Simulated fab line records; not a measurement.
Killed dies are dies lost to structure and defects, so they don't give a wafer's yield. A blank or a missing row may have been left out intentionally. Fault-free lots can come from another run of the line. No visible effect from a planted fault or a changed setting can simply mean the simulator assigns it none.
fab line records -- flow sky130
record lots=5, wafers=15, last_day=50
route steps=708 shown METAL2@495 VIA2@507
lots untouched by any fault: they come from a run of this same line in which no faults occurred
start_h: the number of hours between the record's first day and the start of the first shown wafer of the lot -- wait_h: time in hours since the lot's previous step -- " repeats the value in the row above -- L1.1+2: several wafers, shown together as one row -- - either no value or no given start -- * or withheld: withheld -- < > ~ a bound
route shown NAME@n: a module of which the file shows steps, and the number in the route of the first -- usual: mean/standard deviation taken from wafers without a fault -- same: alike in all rows -- chamber/n: place in a boat -- sites: per-site readings -- _std_site: their standard deviation -- _edge_site: inner sites' mean taken away from outer sites' mean -- radius_mm: for every site, how far away it sits from the centre of the wafer -- mask NAME#n: copy n -- behind: the most recent tool/chamber to have shaped the wafer -- hold: cause of the lot's hold/its duration in hours/its outcome -- device: the n, p or np transistor that did not switch -- end of line: at the end of the route, the tests of the same wafers -- for a step that has no rows: nothing shown but its recipe -- killed: the dies lost at the first sort to structure and to defects; this is not the yield of the wafer -- map: dies across one wafer; x = killed, . = not, _ = none there
set.NAME: the run value of the setting; set.NAME@STEP: its run value at that earlier step -- model.NAME: the simulator's own value behind a step, which no gauge read
lots at selected steps of the route; one table per step, one row per wafer
services: a tool's chamber out of use, with start hour (start_h, from the record's first day; less than 0 if before it), hours out, and reason
## steps
# step SKY_METAL2_EXPOSE_12
# recipe mask_id=MM2, na=0.8, source_shape=annular, sigma_inner=0.55, sigma_outer=0.85, target_cd_nm=140, dose_mj=28
# step SKY_METAL2_PEB_13
# recipe peb_temp_c=withheld, peb_time_s=withheld, resist=KrF-thick
# step SKY_METAL2_DEVELOP_14
# recipe develop_time_s=60, resist=KrF-thick, dev_temp_c=21
# step SKY_METAL2_CD_MEAS_15
# recipe target_cd_nm=140
# usual cd_nm=140.2/1.3
lot.wafer,tool,chamber,start_h,wait_h,cd_nm
L752.2,cd_sem-01,-,851.90,-,139.6
L752.4,cd_sem-01,-,851.90,-,139.8
L752.6,cd_sem-01,-,851.90,-,139.1
L753.1,cd_sem-01,-,860.61,-,139.4
L753.4,cd_sem-01,-,860.61,-,139.0
L753.6,cd_sem-01,-,860.61,-,139.3
L759.1,cd_sem-02,-,893.04,-,137.5
L759.2,cd_sem-02,-,893.04,-,137.8
L759.6,cd_sem-02,-,893.04,-,137.4
L769.3,cd_sem-02,-,958.13,-,141.8
L769.4,cd_sem-02,-,958.13,-,140.8
L769.6,cd_sem-02,-,958.13,-,140.6
L771.2,cd_sem-01,-,990.06,-,142.1
L771.3,cd_sem-01,-,990.06,-,143.5
L771.5,cd_sem-01,-,990.06,-,139.3
# step SKY_METAL2_OVL_MEAS_16
# usual METAL2_OVL=2/4
lot.wafer,tool,chamber,start_h,wait_h,METAL2_OVL[nm]
L752.2,overlay-02,-,852.01,0.1,5
L752.4,overlay-02,-,852.01,0.1,8
L752.6,overlay-02,-,852.01,0.1,1
L753.1,overlay-01,-,860.73,0.1,0
L753.4,overlay-01,-,860.73,0.1,0
L753.6,overlay-01,-,860.73,0.1,4
L759.1,overlay-02,-,893.16,0.1,3
L759.2,overlay-02,-,893.16,0.1,12
L759.6,overlay-02,-,893.16,0.1,8
L769.3,overlay-02,-,958.23,0.1,11
L769.4,overlay-02,-,958.23,0.1,10
L769.6,overlay-02,-,958.23,0.1,7
L771.2,overlay-01,-,990.16,0.1,2
L771.3,overlay-01,-,990.16,0.1,6
L771.5,overlay-01,-,990.16,0.1,2
# step SKY_METAL2_DESCUM_17
# recipe chemistry=O2, source_power_w=150, bias_power_w=0, pressure_mtorr=10, temp_c=40, time_s=8
# usual drypump_motor_current_A=5.9/0.39, oes_product_au=0.999/0.0091
lot.wafer,tool,chamber,start_h,wait_h,drypump_motor_current_A,oes_product_au,rf_hours_counter_h
L752.2,rie_metal-03,0,852.04,0.0,6.2,0.987,8
L752.4,rie_metal-03,0,852.04,0.0,6.2,0.993,-
L752.6,rie_metal-03,1,852.04,0.0,5.6,0.997,-
L753.1,rie_metal-04,1,860.76,0.0,6.1,1.006,2
L753.4,rie_metal-04,0,860.76,0.0,5.9,0.983,-
L753.6,rie_metal-04,0,860.76,0.0,5.9,0.983,-
L759.1,rie_metal-01,0,893.20,0.0,4.9,0.996,9
L759.2,rie_metal-01,1,893.20,0.0,5.9,1.005,9
L759.6,rie_metal-01,1,893.20,0.0,5.9,1.007,-
L769.3,rie_metal-03,1,958.26,0.0,5.6,0.999,-
L769.4,rie_metal-03,0,958.26,0.0,6.2,0.990,-
L769.6,rie_metal-03,0,958.26,0.0,6.2,0.983,-
L771.2,rie_metal-03,0,990.19,0.0,6.2,0.987,15
L771.3,rie_metal-03,0,990.19,0.0,6.2,0.988,-
L771.5,rie_metal-03,1,990.19,0.0,5.6,1.006,-
# step SKY_METAL2_ETCH_18
# recipe chemistry=N2/H2, target=BARC, ion_energy_ev=200, bias_w=100, pressure_mtorr=30, n2_flow_sccm=100, h2_flow_sccm=200, icp_w=500, stop_on=SiO2, time_s=45.9, target_depth_a=600
# usual drypump_motor_current_A=5.9/0.39, oes_product_au=0.855/0.0042, throttle_valve_pct=13.226/0.0085
lot.wafer,tool,chamber,start_h,wait_h,drypump_motor_current_A,oes_product_au,rf_hours_counter_h,throttle_valve_pct
L752.2,rie_metal-03,0,852.07,0.0,6.2,0.856,8,13.230
L752.4,rie_metal-03,0,852.07,0.0,6.2,0.856,-,13.240
L752.6,rie_metal-03,1,852.07,0.0,5.7,0.861,-,13.229
L753.1,rie_metal-04,1,860.79,0.0,6.2,0.854,2,13.213
L753.4,rie_metal-04,0,860.79,0.0,5.9,0.859,-,13.223
L753.6,rie_metal-04,0,860.79,0.0,5.9,0.859,-,13.230
L759.1,rie_metal-01,0,893.23,0.0,4.9,0.862,9,13.221
L759.2,rie_metal-01,1,893.23,0.0,5.9,0.860,9,13.238
L759.6,rie_metal-01,1,893.23,0.0,5.9,0.859,-,13.222
L769.3,rie_metal-03,1,958.30,0.0,5.7,0.852,-,13.220
L769.4,rie_metal-03,0,958.30,0.0,6.2,0.854,-,13.237
L769.6,rie_metal-03,0,958.30,0.0,6.2,0.851,-,13.234
L771.2,rie_metal-03,0,990.23,0.0,6.2,0.848,15,13.219
L771.3,rie_metal-03,0,990.23,0.0,6.2,0.849,-,13.223
L771.5,rie_metal-03,1,990.23,0.0,5.7,0.853,-,13.229
# step SKY_METAL2_METAL_ETCH_19
# recipe target_depth_a=3600, stop_on=SiO2, over_etch_frac=0.3, time_s=78, chemistry=Cl2/BCl3, resist_sidewall_deg=88, pressure_mtorr=10, icp_w=900, bias_w=48.5, Cl2_flow_sccm=60, bcl3_flow_sccm=30
# usual drypump_motor_current_A=5.9/0.39, oes_product_au=0.854/0.0057, throttle_valve_pct=22.264/0.0096
lot.wafer,tool,chamber,start_h,wait_h,drypump_motor_current_A,oes_product_au,rf_hours_counter_h,throttle_valve_pct
L752.2,rie_metal-03,0,852.14,0.0,6.2,0.858,8,22.257
L752.4,rie_metal-03,0,852.14,0.0,6.2,0.861,-,22.264
L752.6,rie_metal-03,1,852.14,0.0,5.6,0.850,-,22.252
L753.1,rie_metal-04,1,860.86,0.0,6.2,0.850,3,22.257
L753.4,rie_metal-04,0,860.86,0.0,5.9,0.846,-,22.262
L753.6,rie_metal-04,0,860.86,0.0,5.9,0.847,-,22.253
L759.1,rie_metal-01,0,893.29,0.0,4.9,0.848,9,22.259
L759.2,rie_metal-01,1,893.29,0.0,5.9,0.861,9,22.273
L759.6,rie_metal-01,1,893.29,0.0,5.9,0.848,-,22.275
L769.3,rie_metal-03,1,958.37,0.1,5.6,0.856,-,22.263
L769.4,rie_metal-03,0,958.37,0.1,6.2,0.865,-,22.264
L769.6,rie_metal-03,0,958.37,0.1,6.2,0.850,-,22.267
L771.2,rie_metal-03,0,990.32,0.1,6.2,0.864,15,22.237
L771.3,rie_metal-03,0,990.32,0.1,6.2,0.859,-,22.264
L771.5,rie_metal-03,1,990.32,0.1,5.6,0.851,-,22.263
# step SKY_METAL2_STRIP_20
# recipe chemistry=O2/N2, power_w=1400, pressure_mtorr=1500, platen_temp_c=withheld, o2_flow_sccm=3000, n2_flow_sccm=300, overash_fraction=0.5
# usual drypump_motor_current_A=5.80/0.28, oes_product_au=0.343/0.005, strip_time_to_endpoint_s=2.71/0.039
lot.wafer,tool,chamber,start_h,wait_h,drypump_motor_current_A,oes_product_au,rf_hours_counter_h,strip_time_to_endpoint_s
L752.2,plasma_asher-01,0,852.23,0.1,5.84,0.337,70,2.73
L752.4,plasma_asher-01,0,852.23,0.1,5.83,0.340,-,2.74
L752.6,plasma_asher-01,1,852.23,0.1,6.34,0.340,-,2.70
L753.1,plasma_asher-04,0,860.95,0.1,5.58,0.342,106,2.66
L753.4,plasma_asher-04,0,860.95,0.1,5.57,0.350,-,2.74
L753.6,plasma_asher-04,0,860.95,0.1,5.59,0.350,-,2.73
L759.1,plasma_asher-04,0,893.38,0.1,5.54,0.337,109,2.70
L759.2,plasma_asher-04,1,893.38,0.1,5.93,0.336,109,2.67
L759.6,plasma_asher-04,0,893.38,0.1,5.59,0.334,-,2.70
L769.3,plasma_asher-04,0,958.47,0.1,5.58,0.341,-,2.74
L769.4,plasma_asher-04,1,958.47,0.1,5.95,0.350,-,2.75
L769.6,plasma_asher-04,0,958.47,0.1,5.54,0.348,-,2.77
L771.2,plasma_asher-01,0,990.44,0.1,5.86,0.343,86,2.75
L771.3,plasma_asher-01,0,990.44,0.1,5.85,0.348,-,2.79
L771.5,plasma_asher-01,0,990.44,0.1,5.85,0.337,-,2.71
# step SKY_METAL2_STRIP_21
# recipe chemistry=post_etch_residue_remover, time_s=1200, temp_c=72.5
# step SKY_METAL2_CLEAN_22
# recipe chemistry=IPA, time_s=180, temp_c=25
# step SKY_METAL2_CLEAN_23
# recipe chemistry=O3/DIW, dry=n2_spin
# step SKY_VIA2_HDPCVD_00
# recipe material=SiO2, target_thk_nm=1180, sigma_open_frac=0.3, time_s=196.7, temp_c=400, sih4_flow_sccm=60, pressure_mtorr=6
# usual run_length_s=224.6/0.51, sih4_flow_sccm=60.00/0.2, susceptor_temp_C=400.03/0.19
lot.wafer,tool,chamber,start_h,wait_h,run_length_s,sih4_flow_sccm,susceptor_temp_C,model.SiO2_of_VIA2_HDPCVD_00.thk_nm
L752.2,hdpcvd-01,1,852.83,0.0,225.3,59.90,399.91,1179
L752.4,hdpcvd-01,1,852.83,0.0,225.3,59.93,400.17,1181
L752.6,hdpcvd-01,0,852.83,0.0,224.6,60.00,399.90,1175
L753.1,hdpcvd-01,1,861.54,0.0,225.7,59.93,400.20,1181
L753.4,hdpcvd-01,0,861.54,0.0,224.9,59.95,400.12,1165
L753.6,hdpcvd-01,2,861.54,0.0,224.4,60.02,400.15,1167
L759.1,hdpcvd-02,1,894.02,0.0,223.9,60.06,400.55,1163
L759.2,hdpcvd-02,2,894.02,0.0,223.9,59.66,400.36,1180
L759.6,hdpcvd-02,1,894.02,0.0,223.8,60.22,400.16,1148
L769.3,hdpcvd-02,0,959.03,0.0,267.1,60.00,399.94,1445
L769.4,hdpcvd-02,2,959.03,0.0,223.9,60.05,399.77,1196
L769.6,hdpcvd-02,1,959.03,0.0,224.3,59.87,399.98,1176
L771.2,hdpcvd-01,1,991.03,0.0,225.1,59.80,400.11,1187
L771.3,hdpcvd-01,2,991.03,0.0,224.5,60.07,400.00,1178
L771.5,hdpcvd-01,1,991.03,0.0,225.1,60.01,400.17,1192
# step SKY_VIA2_THK_MEAS_01
# recipe reads=SiO2_of_VIA2_HDPCVD_00
# usual VIA2_HDPCVD_THK=1181/13
lot.wafer,tool,chamber,start_h,wait_h,VIA2_HDPCVD_THK[nm]
L752.2,film_metro-04,-,852.96,0.1,1178
L752.4,film_metro-04,-,852.96,0.1,1181
L752.6,film_metro-04,-,852.96,0.1,1174
L753.1,film_metro-02,-,861.66,0.1,1181
L753.4,film_metro-02,-,861.66,0.1,1165
L753.6,film_metro-02,-,861.66,0.1,1168
L759.1,film_metro-01,-,894.15,0.1,1162
L759.2,film_metro-01,-,894.15,0.1,1179
L759.6,film_metro-01,-,894.15,0.1,1149
L769.3,film_metro-01,-,959.17,0.1,1445
L769.4,film_metro-01,-,959.17,0.1,1195
L769.6,film_metro-01,-,959.17,0.1,1175
L771.2,film_metro-02,-,991.17,0.1,1186
L771.3,film_metro-02,-,991.17,0.1,1178
L771.5,film_metro-02,-,991.17,0.1,1192
# step SKY_VIA2_CMP_02
# recipe material=SiO2, down_force_psi=4, platen_rpm=60, pad_velocity_m_s=0.94248
# usual motor_current_A=12.2/1.3, retaining_ring_pressure_frac=1.000/0.0046
lot.wafer,tool,chamber,start_h,wait_h,motor_current_A,retaining_ring_pressure_frac
L752.2,cmp-02,1,853.17,0.2,13.0,0.998
L752.4,cmp-02,3,853.17,0.2,12.7,1.004
L752.6,cmp-02,1,853.17,0.2,13.9,1.000
L753.1,cmp-02,2,861.72,0.1,11.9,0.999
L753.4,cmp-02,3,861.72,0.1,12.2,1.007
L753.6,cmp-02,2,861.72,0.1,12.2,1.006
L759.2,cmp-02,2,894.38,0.2,12.2,1.001
L759.1,cmp-02,1,894.38,0.2,13.4,0.999
L759.6,cmp-02,3,894.38,0.2,12.5,1.011
L769.4,cmp-02,1,959.21,0.0,13.5,1.003
L769.3,cmp-02,0,959.21,0.0,10.8,1.006
L769.6,cmp-02,2,959.21,0.0,12.4,0.992
L771.2,cmp-01,0,991.27,0.1,13.4,0.996
L771.3,cmp-01,2,991.27,0.1,12.1,1.002
L771.5,cmp-01,0,991.27,0.1,13.7,0.994
## services
tool,chamber,start_h,hours,kind
hdpcvd-01,-,843.93,1.3,repair
hdpcvd-01,-,845.79,1.1,repair
cmp-01,-,850.40,16.3,repair
cmp-01,-,863.52,0.5,repair
cmp-02,-,863.59,28.5,repair
cmp-01,-,870.21,1.0,repair
cmp-02,-,888.51,0.8,repair
cmp-01,-,892.12,3.5,pm
hdpcvd-02,-,905.21,0.8,pm
cmp-01,-,912.00,4.0,pm
cmp-01,-,916.00,-,consumable_replace:conditioner
cmp-01,-,916.00,-,consumable_replace:pad
hdpcvd-02,-,927.51,2.8,repair
rie_metal-01,0,933.63,4.5,repair
hdpcvd-01,-,950.25,15.0,pm
hdpcvd-01,0,950.25,15.0,vent_cycle
hdpcvd-01,1,950.25,15.0,vent_cycle
hdpcvd-01,2,950.25,15.0,vent_cycle
hdpcvd-01,0,965.25,-,clean
hdpcvd-01,1,965.25,-,clean
hdpcvd-01,2,965.25,-,clean
rie_metal-04,1,969.73,2.2,repair
hdpcvd-01,-,976.46,0.7,repair
## key
first_sign step=SKY_VIA2_HDPCVD_00, reading=run_length_s, direction=up, sigmas=84, usual=*, struck=*
effect step=SKY_VIA2_THK_MEAS_01, reading=VIA2_HDPCVD_THK, direction=up, sigmas=21, usual=1181, struck=1445
model_effect step=SKY_VIA2_HDPCVD_00, value=SiO2_of_VIA2_HDPCVD_00.thk_nm, without=1190, struck=1445
met_at SKY_VIA2_HDPCVD_00
struck_wafers L769.3
fault kind=process_parameter_drift, tool=hdpcvd-02, chamber=0, onset_h=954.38, steps=SKY_VIA2_HDPCVD_00, channel=time_s, offset=*, shape=step, end_h=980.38, acts_in=*, stated=*
